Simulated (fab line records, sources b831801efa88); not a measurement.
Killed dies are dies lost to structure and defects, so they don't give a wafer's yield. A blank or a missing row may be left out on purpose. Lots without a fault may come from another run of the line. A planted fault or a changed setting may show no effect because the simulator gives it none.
Which tool did it? | flow gf180mcu | 13 lots, 39 wafers sampled, at 4 steps of a route of 602

WHAT THE GAUGES READ, wafer by wafer
GF_MVPSD_OVL_MEAS_07.
lot  | measured     | on         | MVPSD_OVL (nm)
L747 | day 5 00:19  | overlay-01 | -3.1 -1.7 -0.9
L749 | day 5 14:14  | overlay-01 | -1.1 -1.5 -1.2
L750 | day 5 18:01  | overlay-01 | 1.3 3.2 2.3
L755 | day 7 02:09  | overlay-02 | -89.0 -88.6 -87.1
L756 | day 7 12:41  | overlay-01 | -3.5 -2.3 -2.4
L758 | day 7 22:02  | overlay-01 | -87.9 -88.5 -85.8
L760 | day 8 07:19  | overlay-02 | 5.2 4.7 4.8
L761 | day 8 13:08  | overlay-02 | -0.4 -1.5 1.3
L765 | day 9 13:20  | overlay-01 | 1.1 -1.4 0.6
L766 | day 9 20:45  | overlay-01 | 0.6 0.4 0.1
L768 | day 10 03:47 | overlay-02 | 0.8 -1.5 0.9
L769 | day 10 09:23 | overlay-01 | -0.1 1.6 0.8
L770 | day 10 16:58 | overlay-01 | -1.6 -1.7 -1.7

GF_V4_CD_MEAS_14: target cd 260 nm.
lot  | measured     | on        | cd_nm (nm)
L747 | day 24 11:50 | cd_sem-01 | 258.0 258.5 257.9
L749 | day 25 05:31 | cd_sem-02 | 262.1 260.9 262.3
L750 | day 25 16:32 | cd_sem-01 | 260.1 259.8 260.4
L755 | day 27 03:49 | cd_sem-02 | 261.0 260.8 261.3
L756 | day 27 21:23 | cd_sem-02 | 260.8 261.1 259.5
L758 | day 28 03:05 | cd_sem-02 | 259.7 261.1 262.1
L760 | day 28 12:49 | cd_sem-01 | 258.5 259.1 258.7
L761 | day 28 23:31 | cd_sem-01 | 260.1 260.5 259.7
L765 | day 30 00:49 | cd_sem-01 | 259.2 260.1 260.6
L766 | day 30 06:56 | cd_sem-02 | 260.5 259.6 260.3
L768 | day 30 16:32 | cd_sem-01 | 261.2 259.3 259.3
L769 | day 30 22:50 | cd_sem-01 | 262.1 262.0 262.6
L770 | day 31 08:50 | cd_sem-02 | 260.5 259.7 260.1

WHICH TOOL RAN EACH LOT (tool, then ch and the chambers of the sampled wafers, then the start)
lot  | GF_MVPSD_EXPOSE_04                  | GF_M3_METAL_ETCH_16
L747 | iline_stepper-02 ch 0, day 4 17:17  | rie_metal-01 ch 0,1, day 21 11:52
L749 | iline_stepper-01 ch 0, day 5 06:58  | rie_metal-03 ch 0,1, day 22 06:22
L750 | iline_stepper-02 ch 0, day 5 11:01  | rie_metal-02 ch 0, day 22 17:33
L755 | iline_stepper-01 ch 0, day 6 18:24  | rie_metal-01 ch 1, day 24 08:10
L756 | iline_stepper-02 ch 0, day 7 04:51  | rie_metal-02 ch 0,1, day 25 03:04
L758 | iline_stepper-01 ch 0, day 7 14:49  | rie_metal-01 ch 0, day 25 08:42
L760 | iline_stepper-02 ch 0, day 7 22:43  | rie_metal-03 ch 0,1, day 25 19:16
L761 | iline_stepper-02 ch 0, day 8 05:58  | rie_metal-03 ch 0,1, day 26 06:31
L765 | iline_stepper-02 ch 0, day 9 05:13  | rie_metal-02 ch 0,1, day 27 10:51
L766 | iline_stepper-02 ch 0, day 9 12:40  | rie_metal-01 ch 1, day 27 16:46
L768 | iline_stepper-02 ch 0, day 9 19:19  | rie_metal-03 ch 0,1, day 28 03:18
L769 | iline_stepper-02 ch 0, day 10 00:40 | rie_metal-01 ch 1, day 28 10:28
L770 | iline_stepper-02 ch 0, day 10 07:55 | rie_metal-01 ch 1, day 28 21:07
- GF_MVPSD_EXPOSE_04: exposes mask MVPSD, target cd 1000 nm.
- GF_M3_METAL_ETCH_16: etches the open film in Cl2/BCl3, stops on SiO2, target depth 627.5 nm, time 104.6 s.

WHAT THE TOOLS THEMSELVES READ (means of the sampled wafers that have a number; where no wafer has one, the mark that the record gives instead)
GF_M3_METAL_ETCH_16.
lot  | tool         | drypump_motor_current_A (A) | oes_product_au (a.u.) | throttle_valve_pct (%)
L747 | rie_metal-01 | 5.4                         | 0.977                 | 28.242
L749 | rie_metal-03 | 5.8                         | 0.974                 | 28.256
L750 | rie_metal-02 | 6.1                         | 0.968                 | 28.248
L755 | rie_metal-01 | 4.8                         | 0.979                 | 28.244
L756 | rie_metal-02 | 5.7                         | 0.973                 | 28.252
L758 | rie_metal-01 | 5.7                         | 0.973                 | 28.257
L760 | rie_metal-03 | 5.8                         | 0.972                 | 28.251
L761 | rie_metal-03 | 5.7                         | 0.972                 | 28.257
L765 | rie_metal-02 | 5.3                         | 0.977                 | 28.237
L766 | rie_metal-01 | 4.8                         | 0.969                 | 28.260
L768 | rie_metal-03 | 5.7                         | 0.968                 | 28.256
L769 | rie_metal-01 | 4.8                         | 0.973                 | 28.247
L770 | rie_metal-01 | 4.7                         | 0.972                 | 28.240

THE ANSWER, worked out from the rows above alone
Rule: what is usual is taken from the lots themselves. Put in order of their means at a reading, lots are off if they are a third of the lots or fewer, leave a main group of 4 or more, and stand apart from it by a gap of 3 or more times the standard deviation of the main group's means; of several such gaps the widest counts. A main group whose means are all the same, to the digits that the tables above print for the reading, isn't used. A lot without any number at a reading at which 4 lots or more have one is off too. The other lots that the step has rows for count as sound. The gauges are gone through in route order, then the tools' own readings, and for those a lot's mean is taken as printed above. The first step at which some lot is off is used, and at that step the reading that is off furthest; a lot without a number counts as furthest.
Off: L755, L758, at GF_MVPSD_OVL_MEAS_07 (MVPSD_OVL). The main group: mean 0.1 nm, standard deviation 2.
A tool fits if, at a process step before that reading, it ran every lot that is off, and no sound lot after the first of them. The gauges at GF_MVPSD_OVL_MEAS_07 are tried like those tools. One fits: iline_stepper-01 at GF_MVPSD_EXPOSE_04. Its last sound lot is L749 (day 5 06:58), its first lot that is off L755 (day 6 18:24): a fault that began between those two fits.

WHAT THE SIMULATOR HAD PUT IN
Scanner matching overlay: iline_stepper-01, from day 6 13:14 on, at GF_MVPSD_EXPOSE_04. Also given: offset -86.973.
Lots struck among those shown: L755, L758. The rule above found the same.
